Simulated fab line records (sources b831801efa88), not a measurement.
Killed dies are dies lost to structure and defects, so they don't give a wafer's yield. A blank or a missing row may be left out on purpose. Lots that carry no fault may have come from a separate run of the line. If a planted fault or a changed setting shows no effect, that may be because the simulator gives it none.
Matching of chambers | flow gf180mcu | 3 sister chambers for GF_PASSIVATION_CVD_02 on pecvd-03
The step deposits Si3N4, target thk 700 nm, time 486.18 s. 6 wafers are shown with their chamber, then 8 later ones without.

## EACH WAFER AND ITS CHAMBER
wafer  | chamber | heater-power-w (W)
L861.5 | 0       | 840
L867.6 | 0       | 845
L875.1 | 2       | 580
L875.2 | 1       | 732
L875.6 | 2       | 616
L877.4 | 1       | 688

## WAFERS WITHOUT THEIR CHAMBER
wafer  | heater-power-w (W)
L877.5 | 562
L877.6 | 844
L879.1 | 673
L879.4 | 859
L879.5 | 821
L880.2 | 643
L880.4 | 681
L880.6 | 662

## WHICH CHAMBER EACH WENT THROUGH
wafer  | from the rows above     | in truth
L877.5 | 2                       | 2
L877.6 | 0                       | 0
L879.1 | can't be placed: 1 or 2 | 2
L879.4 | 0                       | 0
L879.5 | 0                       | 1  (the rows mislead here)
L880.2 | can't be placed: 2 or 1 | 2
L880.4 | 1                       | 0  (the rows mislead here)
L880.6 | can't be placed: 1 or 2 | 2
Correct placement for 3 of the 8. Unplaceable from these rows: 3, with the true chamber sitting among the candidates in 3. Wrongly placed: 2.
How it was worked out, from the rows above alone: a wafer's distance from a chamber is the root of the sum, over the readings, of the square of ((its reading less the chamber's mean) divided by the reading's scatter). If the next closest chamber is less than 2 further off than the closest, the wafer can't be placed; otherwise it belongs to the closest. Each chamber's mean is taken over the wafers shown for it. How the scatter is found: for the shown wafers, subtract from each reading the mean of its chamber, square and add these, divide the total by (wafers less chambers), then take the root.
